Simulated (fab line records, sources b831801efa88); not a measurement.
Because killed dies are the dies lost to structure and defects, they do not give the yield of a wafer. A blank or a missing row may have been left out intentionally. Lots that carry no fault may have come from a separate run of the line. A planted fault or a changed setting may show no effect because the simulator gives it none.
fab line records ; flow sky130
record lots=6; wafers=18; last-day=50
route steps=708 shown CAPM@548 METAL3@555
lots that met no fault: from a run of the same line without faults
start-h: hours from the record's opening day to when the first of the lot's shown wafers began ; wait-h: hours elapsed since this lot's preceding step ; " identical to the entry in the row above ; L1.1+2: a single row standing in for several wafers ; - either no value or no given start ; * or withheld: withheld ; < > ~ a bound
route shown NAME@n: NAME is a module with steps in the file, n the number in the route of the first one ; usual: average and standard deviation across the fault-free wafers ; same: alike in all rows ; chamber/n: place in a boat ; sites: the reading at each site ; _std_site: how widely they spread, as a standard deviation ; _edge_site: the outer-site mean with the inner-site mean subtracted ; radius-mm: how far each site lies from the wafer's centre ; mask NAME#n: copy n ; behind: tool/chamber where the wafer was last shaped ; hold: cause of the lot's hold/its duration in hours/its outcome ; device: which transistor (n, p or np) failed to switch ; end of line: tests run on the same wafers once the route is complete ; a step with no rows: only its recipe ; killed: at the first sort, the dies lost to defects and structure; wafer yield is something else ; map: dies across one wafer; x = killed, . = not, _ = none there
set.NAME: the setting as run; set.NAME@STEP: as run at that earlier step ; model.NAME: the simulator's own value behind a step, which no gauge read
certain route steps with their lots: each step a table, each wafer a row
services: a tool's chamber out of use, with start hour (start-h, from the record's first day; less than 0 if before it), hours out, and reason
## steps
# step SKY_CAPM_DEVELOP_11
# recipe resist=NOVOLAK; developer=TMAH; develop-time-s=60; dev-temp-c=23
# step SKY_CAPM_OVL_MEAS_12
# usual CAPM_OVL=0.0/1.4
lot.wafer;tool;chamber;start-h;wait-h;CAPM_OVL[nm]
L864.1;overlay-02;-;881.85;0.1;0.5
L864.5;overlay-02;-;881.85;0.1;-0.3
L864.6;overlay-02;-;881.85;0.1;-0.5
L866.3;overlay-01;-;899.87;0.1;1.2
L866.4;overlay-01;-;899.87;0.1;-0.7
L866.5;overlay-01;-;899.87;0.1;0.2
L879.1;overlay-02;-;991.06;0.1;-1.5
L879.5;overlay-02;-;991.06;0.1;-2.4
L879.6;overlay-02;-;991.06;0.1;-2.5
L878.4;overlay-02;-;992.48;0.1;-2.0
L878.5;overlay-02;-;992.48;0.1;-0.8
L878.6;overlay-02;-;992.48;0.1;-0.8
L881.1;overlay-01;-;1013.41;0.1;-0.5
L881.3;overlay-01;-;1013.41;0.1;0.5
L881.5;overlay-01;-;1013.41;0.1;0.0
L882.1;overlay-01;-;1018.76;0.1;0.4
L882.2;overlay-01;-;1018.76;0.1;-1.5
L882.3;overlay-01;-;1018.76;0.1;1.7
# step SKY_CAPM_METAL_ETCH_13
# recipe target-depth-nm=220; stop-on=SiO2; chemistry=Cl2/BCl3; target=TiN; pressure-mtorr=10; icp-w=900; bias-w=48.5; Cl2_flow_sccm=60; bcl3-flow-sccm=30; time-s=62.9
# usual drypump-motor-current-A=5.9/0.65; oes-product-au=0.938/0.0073; throttle-valve-pct=21.905/0.0097
lot.wafer;tool;chamber;start-h;wait-h;drypump-motor-current-A;oes-product-au;rf-hours-counter-h;throttle-valve-pct
L864.1;rie-metal-02;1;881.89;0.0;6.5;0.933;8;21.893
L864.5;rie-metal-02;1;881.89;0.0;6.5;0.936;-;21.913
L864.6;rie-metal-02;0;881.89;0.0;4.7;0.935;-;21.910
L866.3;rie-metal-02;1;899.92;0.0;6.5;0.938;-;21.903
L866.4;rie-metal-02;0;899.92;0.0;4.7;0.938;-;21.896
L866.5;rie-metal-02;1;899.92;0.0;6.5;0.949;-;21.903
L879.1;rie-metal-01;1;991.09;0.0;5.8;0.943;5;21.907
L879.5;rie-metal-01;1;991.09;0.0;5.8;0.934;-;21.894
L879.6;rie-metal-01;0;991.09;0.0;6.4;0.945;-;21.883
L878.4;rie-metal-02;1;992.52;0.0;6.5;0.932;-;21.925
L878.5;rie-metal-02;1;992.52;0.0;6.5;0.938;-;21.894
L878.6;rie-metal-02;0;992.52;0.0;4.7;0.940;-;21.896
L881.1;rie-metal-03;1;1013.45;0.0;6.2;0.942;2;21.900
L881.3;rie-metal-03;1;1013.45;0.0;6.2;0.935;-;21.907
L881.5;rie-metal-03;1;1013.45;0.0;6.2;0.940;-;21.899
L882.1;rie-metal-02;1;1018.80;0.0;6.5;0.940;14;21.893
L882.2;rie-metal-02;0;1018.80;0.0;4.7;0.945;20;21.906
L882.3;rie-metal-02;1;1018.80;0.0;6.5;0.945;-;21.901
# step SKY_CAPM_STRIP_14
# recipe chemistry=O2/N2; power-w=1400; pressure-mtorr=1500; platen-temp-c=withheld; o2-flow-sccm=3000; n2-flow-sccm=300; overash-fraction=0.5
# usual drypump-motor-current-A=5.6/0.55; oes-product-au=0.710/0.0048; strip-time-to-endpoint-s=12.65/0.044
lot.wafer;tool;chamber;start-h;wait-h;drypump-motor-current-A;oes-product-au;rf-hours-counter-h;strip-time-to-endpoint-s
L864.1;plasma-asher-04;1;881.96;0.1;6.3;0.706;106;12.62
L864.5;plasma-asher-04;1;881.96;0.1;6.3;0.715;-;12.65
L864.6;plasma-asher-04;0;881.96;0.1;5.0;0.715;-;12.62
L866.3;plasma-asher-04;1;900.00;0.1;6.3;0.717;-;12.65
L866.4;plasma-asher-04;0;900.00;0.1;5.0;0.711;-;12.68
L866.5;plasma-asher-04;0;900.00;0.1;5.0;0.712;-;12.67
L879.1;plasma-asher-01;0;991.17;0.1;5.0;0.702;57;12.68
L879.5;plasma-asher-01;1;991.17;0.1;6.1;0.713;-;12.65
L879.6;plasma-asher-01;0;991.17;0.1;4.9;0.700;-;12.68
L878.4;plasma-asher-02;0;992.61;0.1;5.3;0.706;-;12.63
L878.5;plasma-asher-02;1;992.61;0.1;5.7;0.717;-;12.63
L878.6;plasma-asher-02;0;992.61;0.1;5.3;0.716;-;12.67
L881.1;plasma-asher-01;1;1013.60;0.1;6.1;0.709;60;12.70
L881.3;plasma-asher-01;1;1013.60;0.1;6.1;0.704;-;12.71
L881.5;plasma-asher-01;0;1013.60;0.1;5.0;0.705;-;12.68
L882.1;plasma-asher-04;0;1018.88;0.1;5.0;0.718;118;12.65
L882.2;plasma-asher-04;1;1018.88;0.1;6.3;0.713;118;12.71
L882.3;plasma-asher-04;1;1018.88;0.1;6.3;0.711;-;12.65
# step SKY_CAPM_STRIP_15
# recipe chemistry=post-etch-residue-remover; time-s=1200; temp-c=72.5
# step SKY_CAPM_CLEAN_16
# recipe chemistry=IPA; time-s=180; temp-c=25
# step SKY_CAPM_CLEAN_17
# recipe chemistry=O3/DIW; dry=n2-spin
# step SKY_METAL3_DEHYDRATE_05
# recipe temp-c=200; time-s=60
# step SKY_METAL3_HMDS_06
# recipe prime-time-s=60; prime-temp-c=120
# step SKY_METAL3_COAT_07
# recipe resist=BARC; temp-c=withheld; time-s=withheld; spin-rpm=3000; resist-thk-nm=60
# step SKY_METAL3_COAT_08
# recipe resist=KrF-thick; spin-rpm=3000; resist-thk-nm=1140
# step SKY_METAL3_SOFTBAKE_09
# recipe temp-c=100; time-s=90; resist=KrF-thick
# step SKY_METAL3_EXPOSE_10
# recipe mask-id=MM3; na=0.68; source-shape=annular; sigma-inner=0.4; sigma-outer=0.8; target-cd-nm=300; dose-mj=28
# usual exposure-dose-mJ-cm2=27.93/0.034
lot.wafer;tool;chamber;start-h;wait-h;mask;exposure-dose-mJ-cm2
L864.1;krf-scanner-02;0;895.51;-;MM3#0;27.96
L864.5;krf-scanner-02;0;895.51;-;MM3#0;27.98
L864.6;krf-scanner-02;0;895.51;-;MM3#0;27.97
L866.3;krf-scanner-01;0;913.92;-;MM3#0;27.95
L866.4;krf-scanner-01;0;913.92;-;MM3#0;27.96
L866.5;krf-scanner-01;0;913.92;-;MM3#0;27.96
L879.1;krf-scanner-02;0;1003.30;-;MM3#0;19.74
L879.5;krf-scanner-02;0;1003.30;-;MM3#0;19.69
L879.6;krf-scanner-02;0;1003.30;-;MM3#0;19.66
L878.4;krf-scanner-01;0;1005.02;-;MM3#0;27.96
L878.5;krf-scanner-01;0;1005.02;-;MM3#0;27.94
L878.6;krf-scanner-01;0;1005.02;-;MM3#0;27.98
L881.1;krf-scanner-01;0;1025.06;-;MM3#0;27.91
L881.3;krf-scanner-01;0;1025.06;-;MM3#0;27.89
L881.5;krf-scanner-01;0;1025.06;-;MM3#0;27.91
L882.1;krf-scanner-02;0;1030.51;-;MM3#0;21.40
L882.2;krf-scanner-02;0;1030.51;-;MM3#0;21.45
L882.3;krf-scanner-02;0;1030.51;-;MM3#0;21.42
# step SKY_METAL3_PEB_11
# recipe peb-temp-c=withheld; peb-time-s=withheld; resist=KrF-thick
# step SKY_METAL3_DEVELOP_12
# recipe develop-time-s=60; resist=KrF-thick; dev-temp-c=21
# step SKY_METAL3_CD_MEAS_13
# recipe target-cd-nm=300
# usual cd-nm=299.7/1.5
lot.wafer;tool;chamber;start-h;wait-h;hold;cd-nm
L864.1;cd-sem-01;-;908.00;-;-;297.5
L864.5;cd-sem-01;-;908.00;-;-;299.1
L864.6;cd-sem-01;-;908.00;-;-;299.1
L866.3;cd-sem-02;-;925.85;-;-;302.5
L866.4;cd-sem-02;-;925.85;-;-;302.3
L866.5;cd-sem-02;-;925.85;-;-;302.3
L879.1;cd-sem-01;-;1015.38;-;await-dispo/0.2h/release;360.1
L879.5;cd-sem-01;-;1015.38;-;await-dispo/0.2h/release;360.5
L879.6;cd-sem-01;-;1015.38;-;await-dispo/0.2h/release;359.7
L879.1;cd-sem-01;-;1015.88;0.5;-;359.9
L879.5;cd-sem-01;-;1015.88;0.5;-;360.5
L879.6;cd-sem-01;-;1015.88;0.5;-;360.0
L878.4;cd-sem-02;-;1016.39;-;-;299.1
L878.5;cd-sem-02;-;1016.39;-;-;299.7
L878.6;cd-sem-02;-;1016.39;-;-;298.7
L881.1;cd-sem-02;-;1036.80;-;-;300.4
L881.3;cd-sem-02;-;1036.80;-;-;299.2
L881.5;cd-sem-02;-;1036.80;-;-;299.4
L882.1;cd-sem-02;-;1041.56;-;await-dispo/0.2h/release;347.0
L882.2;cd-sem-02;-;1041.56;-;await-dispo/0.2h/release;346.0
L882.3;cd-sem-02;-;1041.56;-;await-dispo/0.2h/release;346.8
L882.1;cd-sem-02;-;1041.85;0.3;-;347.1
L882.2;cd-sem-02;-;1041.85;0.3;-;346.2
L882.3;cd-sem-02;-;1041.85;0.3;-;346.6
# step SKY_METAL3_OVL_MEAS_14
# usual METAL3_OVL=0/6
lot.wafer;tool;chamber;start-h;wait-h;hold;METAL3_OVL[nm]
L864.1;overlay-02;-;908.12;0.1;-;14
L864.5;overlay-02;-;908.12;0.1;-;11
L864.6;overlay-02;-;908.12;0.1;-;7
L866.3;overlay-02;-;925.94;0.1;-;-10
L866.4;overlay-02;-;925.94;0.1;-;-10
L866.5;overlay-02;-;925.94;0.1;-;-4
L878.4;overlay-01;-;1016.47;0.1;-;-7
L878.5;overlay-01;-;1016.47;0.1;-;1
L878.6;overlay-01;-;1016.47;0.1;-;-10
L879.1;overlay-02;-;1023.31;7.4;await-dispo/7.3h/release;5
L879.5;overlay-02;-;1023.31;7.4;await-dispo/7.3h/release;7
L879.6;overlay-02;-;1023.31;7.4;await-dispo/7.3h/release;2
L881.1;overlay-01;-;1036.92;0.1;-;-2
L881.3;overlay-01;-;1036.92;0.1;-;-4
L881.5;overlay-01;-;1036.92;0.1;-;-3
L882.1;overlay-02;-;1044.77;2.9;await-dispo/2.8h/release;0
L882.2;overlay-02;-;1044.77;2.9;await-dispo/2.8h/release;-1
L882.3;overlay-02;-;1044.77;2.9;await-dispo/2.8h/release;3
# step SKY_METAL3_DESCUM_15
# recipe chemistry=O2; source-power-w=150; bias-power-w=0; pressure-mtorr=10; temp-c=40; time-s=8
# usual drypump-motor-current-A=5.8/0.62; oes-product-au=1.000/0.0068; temp-c=39.98/0.11
lot.wafer;tool;chamber;start-h;wait-h;drypump-motor-current-A;oes-product-au;rf-hours-counter-h;temp-c;model.METAL3.cd-nm
L864.1;rie-metal-04;1;908.16;0.0;6.0;1.003;4;39.92;296.6
L864.5;rie-metal-04;1;908.16;0.0;6.0;0.998;-;39.96;298.5
L864.6;rie-metal-04;0;908.16;0.0;5.1;0.992;-;39.81;298.7
L866.3;rie-metal-02;1;925.97;0.0;6.5;1.017;-;40.02;301.9
L866.4;rie-metal-02;0;925.97;0.0;4.7;0.997;-;40.15;301.6
L866.5;rie-metal-02;0;925.97;0.0;4.7;0.999;-;40.08;302.4
L878.4;rie-metal-02;0;1016.50;0.0;4.7;0.992;-;39.86;298.9
L878.5;rie-metal-02;0;1016.50;0.0;4.7;0.985;-;39.85;299.6
L878.6;rie-metal-02;1;1016.50;0.0;6.5;1.006;-;39.69;298.8
L879.1;rie-metal-04;0;1023.34;0.0;5.1;0.989;6;40.07;359.2
L879.5;rie-metal-04;0;1023.34;0.0;5.1;1.009;-;40.25;360
L879.6;rie-metal-04;1;1023.34;0.0;6.0;1.001;-;40.03;359.7
L881.1;rie-metal-04;1;1036.96;0.0;6.0;1.008;11;39.92;300.3
L881.3;rie-metal-04;0;1036.96;0.0;5.1;1.001;-;40.01;299.2
L881.5;rie-metal-04;0;1036.96;0.0;5.1;0.998;-;39.97;299.1
L882.1;rie-metal-04;1;1044.80;0.0;6.1;1.002;11;39.90;346.9
L882.2;rie-metal-04;0;1044.80;0.0;5.1;0.996;7;39.90;345.9
L882.3;rie-metal-04;1;1044.80;0.0;6.0;1.021;-;39.87;346.6
# step SKY_METAL3_ETCH_16
# recipe chemistry=N2/H2; target=BARC; ion-energy-ev=200; bias-w=100; pressure-mtorr=30; n2-flow-sccm=100; h2-flow-sccm=200; icp-w=500; stop-on=SiO2; time-s=88.2; target-depth-a=600
# usual drypump-motor-current-A=5.8/0.63; oes-product-au=0.626/0.0045; throttle-valve-pct=13.205/0.0096
lot.wafer;tool;chamber;start-h;wait-h;drypump-motor-current-A;oes-product-au;rf-hours-counter-h;throttle-valve-pct
L864.1;rie-metal-04;1;908.19;0.0;6.0;0.624;4;13.206
L864.5;rie-metal-04;1;908.19;0.0;6.0;0.634;-;13.221
L864.6;rie-metal-04;0;908.19;0.0;5.1;0.625;-;13.204
L866.3;rie-metal-02;1;926.03;0.0;6.5;0.623;-;13.193
L866.4;rie-metal-02;0;926.03;0.0;4.7;0.626;-;13.219
L866.5;rie-metal-02;0;926.03;0.0;4.7;0.621;-;13.213
L878.4;rie-metal-02;0;1016.55;0.0;4.7;0.622;-;13.209
L878.5;rie-metal-02;0;1016.55;0.0;4.7;0.627;-;13.196
L878.6;rie-metal-02;1;1016.55;0.0;6.5;0.632;-;13.204
L879.1;rie-metal-04;0;1023.38;0.0;5.2;0.626;6;13.217
L879.5;rie-metal-04;0;1023.38;0.0;5.1;0.621;-;13.231
L879.6;rie-metal-04;1;1023.38;0.0;6.1;0.630;-;13.203
L881.1;rie-metal-04;1;1036.99;0.0;6.0;0.631;11;13.194
L881.3;rie-metal-04;0;1036.99;0.0;5.1;0.630;-;13.198
L881.5;rie-metal-04;0;1036.99;0.0;5.1;0.630;-;13.199
L882.1;rie-metal-04;1;1044.84;0.0;6.1;0.624;11;13.202
L882.2;rie-metal-04;0;1044.84;0.0;5.1;0.623;7;13.205
L882.3;rie-metal-04;1;1044.84;0.0;6.1;0.621;-;13.209
# step SKY_METAL3_ETCH_17
# recipe target=SiO2; stop-on=TiN; chemistry=C4F8/O2/Ar; source-w=1500; bias-w=1200; pressure-mtorr=40; c4f8-flow-sccm=withheld; O2_flow_sccm=6; Ar_flow_sccm=300; time-s=3.9; target-depth-a=150
# usual oes-product-au=0.753/0.0065
lot.wafer;tool;chamber;start-h;wait-h;oes-product-au;rf-hours-counter-h
L864.1;rie-diel-02;1;908.29;0.1;0.740;1
L864.5;rie-diel-02;0;908.29;0.1;0.757;-
L864.6;rie-diel-02;1;908.29;0.1;0.751;-
L866.3;rie-diel-02;2;926.09;0.0;0.753;16
L866.4;rie-diel-02;3;926.09;0.0;0.749;23
L866.5;rie-diel-02;3;926.09;0.0;0.749;-
L878.4;rie-diel-04;2;1016.62;0.0;0.758;23
L878.5;rie-diel-04;3;1016.62;0.0;0.751;-
L878.6;rie-diel-04;2;1016.62;0.0;0.763;-
L879.1;rie-diel-04;2;1023.47;0.1;0.753;23
L879.5;rie-diel-04;2;1023.47;0.1;0.759;-
L879.6;rie-diel-04;1;1023.47;0.1;0.750;-
L881.1;rie-diel-04;1;1037.09;0.1;0.755;25
L881.3;rie-diel-04;0;1037.09;0.1;0.753;18
L881.5;rie-diel-04;1;1037.09;0.1;0.751;-
L882.1;rie-diel-04;2;1044.93;0.1;0.743;24
L882.2;rie-diel-04;1;1044.93;0.1;0.741;25
L882.3;rie-diel-04;0;1044.93;0.1;0.753;18
# step SKY_METAL3_METAL_ETCH_18
# recipe target-depth-a=8450; stop-on=SiO2; over-etch-frac=0.3; time-s=183.1; chemistry=Cl2/BCl3; resist-sidewall-deg=88; pressure-mtorr=10; icp-w=900; bias-w=48.5; Cl2_flow_sccm=60; bcl3-flow-sccm=30
# usual drypump-motor-current-A=5.9/0.68; oes-product-au=0.863/0.0064; throttle-valve-pct=22.263/0.01
lot.wafer;tool;chamber;start-h;wait-h;drypump-motor-current-A;oes-product-au;rf-hours-counter-h;throttle-valve-pct;model.METAL3.cd-nm
L864.1;rie-metal-02;1;908.31;0.0;6.5;0.848;9;22.274;297.8
L864.5;rie-metal-02;0;908.31;0.0;4.7;0.860;-;22.266;295.6
L864.6;rie-metal-02;1;908.31;0.0;6.5;0.869;-;22.254;300.5
L866.3;rie-metal-04;1;926.17;0.1;6.0;0.876;-;22.267;306.4
L866.4;rie-metal-04;0;926.17;0.1;5.1;0.862;-;22.266;297.6
L866.5;rie-metal-04;0;926.17;0.1;5.1;0.864;-;22.259;297.7
L878.4;rie-metal-01;1;1016.70;0.1;5.8;0.860;-;22.289;296.1
L878.5;rie-metal-01;1;1016.70;0.1;5.8;0.849;-;22.268;297.1
L878.6;rie-metal-01;0;1016.70;0.1;6.4;0.858;-;22.259;300.7
L879.1;rie-metal-02;0;1023.49;0.0;4.7;0.870;20;22.263;359.1
L879.5;rie-metal-02;0;1023.49;0.0;4.7;0.864;-;22.267;364.8
L879.6;rie-metal-02;1;1023.49;0.0;6.5;0.872;-;22.273;361.6
L881.1;rie-metal-02;0;1037.11;0.0;4.7;0.861;21;22.233;304
L881.3;rie-metal-02;0;1037.11;0.0;4.7;0.867;-;22.259;301.9
L881.5;rie-metal-02;1;1037.11;0.0;6.5;0.861;-;22.283;301.3
L882.1;rie-metal-01;0;1044.95;0.0;6.5;0.869;18;22.267;348.4
L882.2;rie-metal-01;0;1044.95;0.0;6.4;0.873;-;22.263;350.1
L882.3;rie-metal-01;0;1044.95;0.0;6.4;0.870;-;22.270;346.2
# step SKY_METAL3_STRIP_19
# recipe chemistry=O2/N2; power-w=1400; pressure-mtorr=1500; platen-temp-c=withheld; o2-flow-sccm=3000; n2-flow-sccm=300; overash-fraction=0.5
# usual drypump-motor-current-A=5.6/0.48; oes-product-au=0.502/0.0052; strip-time-to-endpoint-s=6.52/0.06
lot.wafer;tool;chamber;start-h;wait-h;drypump-motor-current-A;oes-product-au;rf-hours-counter-h;strip-time-to-endpoint-s
L864.1;plasma-asher-01;0;908.48;0.1;5.0;0.496;48;6.38
L864.5;plasma-asher-01;1;908.48;0.1;6.1;0.504;-;6.49
L864.6;plasma-asher-01;0;908.48;0.1;5.0;0.493;-;6.41
L866.3;plasma-asher-04;0;926.32;0.1;5.0;0.499;-;6.48
L866.4;plasma-asher-04;1;926.32;0.1;6.4;0.497;-;6.61
L866.5;plasma-asher-04;0;926.32;0.1;5.0;0.508;-;6.58
L878.4;plasma-asher-04;1;1016.85;0.1;6.3;0.500;-;6.50
L878.5;plasma-asher-04;0;1016.85;0.1;5.0;0.503;-;6.50
L878.6;plasma-asher-04;1;1016.85;0.1;6.4;0.496;-;6.56
L879.1;plasma-asher-03;1;1023.67;0.1;5.8;0.506;28;6.58
L879.5;plasma-asher-03;1;1023.67;0.1;5.8;0.501;-;6.52
L879.6;plasma-asher-03;0;1023.67;0.1;5.6;0.509;-;6.46
L881.1;plasma-asher-03;1;1037.28;0.1;5.8;0.507;31;6.65
L881.3;plasma-asher-03;0;1037.28;0.1;5.6;0.504;-;6.55
L881.5;plasma-asher-03;1;1037.28;0.1;5.8;0.508;-;6.48
L882.1;plasma-asher-01;1;1045.31;0.3;6.1;0.508;63;6.49
L882.2;plasma-asher-01;0;1045.31;0.3;5.0;0.494;63;6.50
L882.3;plasma-asher-01;1;1045.31;0.3;6.1;0.506;-;6.51
## services
tool;chamber;start-h;hours;kind
krf-scanner-01;-;859.10;3.6;pm
krf-scanner-02;-;862.65;0.8;pm
rie-diel-04;1;870.65;10.5;repair
krf-scanner-01;-;873.96;0.7;repair
rie-metal-02;-;898.00;1.5;repair
krf-scanner-02;-;917.48;3.6;pm
krf-scanner-02;-;921.20;1.0;pm
rie-diel-04;3;923.27;6.1;repair
rie-diel-04;2;925.39;7.8;repair
krf-scanner-01;-;931.19;4.0;pm
rie-metal-01;1;934.01;1.2;repair
krf-scanner-01;-;945.70;1.3;pm
rie-diel-04;1;946.82;8.0;repair
krf-scanner-01;-;947.00;1.0;pm
rie-metal-01;-;951.07;2.8;pm
krf-scanner-02;-;951.71;1.3;pm
krf-scanner-02;-;969.17;1.2;repair
krf-scanner-02;-;971.12;4.0;pm
rie-diel-04;1;973.96;5.5;repair
plasma-asher-04;-;974.62;22.6;repair
rie-metal-02;-;978.15;2.8;pm
rie-metal-02;-;994.34;14.6;pm
plasma-asher-04;-;997.25;2.8;pm
rie-diel-04;-;1017.94;0.1;repair
## key
first-sign step=SKY_METAL3_EXPOSE_10; reading=exposure-dose-mJ-cm2; direction=down; sigmas=99+; usual=*; struck=*
effect step=SKY_METAL3_CD_MEAS_13; reading=visit; direction=added; through=control-loop
effect step=SKY_METAL3_CD_MEAS_13; reading=cd-nm; direction=up; sigmas=36; usual=299.7; struck=353.3; through=control-loop
model-effect step=SKY_METAL3_DESCUM_15; value=METAL3.cd-nm; without=297.9; struck=353.1
model-effect step=SKY_METAL3_METAL_ETCH_18; value=METAL3.cd-nm; without=300.1; struck=355
met-at SKY_METAL3_EXPOSE_10
struck-wafers L879.1,L879.5,L879.6,L882.1,L882.2,L882.3
later-rows-left-out L879.1,L879.5,L879.6
sort-left-out L879.1,L879.5,L879.6,L882.1,L882.2,L882.3
loop-trim step=SKY_METAL3_EXPOSE_10; setting=dose; lots=L882
onset-between 895.51 1003.30
fault kind=process-parameter-drift; tool=krf-scanner-02; chamber=-; onset-h=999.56; steps=SKY_METAL3_EXPOSE_10; channel=dose-mj; offset=-8.1994; shape=step; acts-in=these-recipes-only; stated=28
# sort-left-out: the simulated sort isn't trusted on such a fault, so these wafers' sort isn't shown, and their yield isn't known
# later-rows-left-out: the simulator's readings of these wafers behind a module that went badly wrong aren't trusted and aren't shown, but for the sort
# loop-trim: a control loop set the setting to another value than it would have without faults
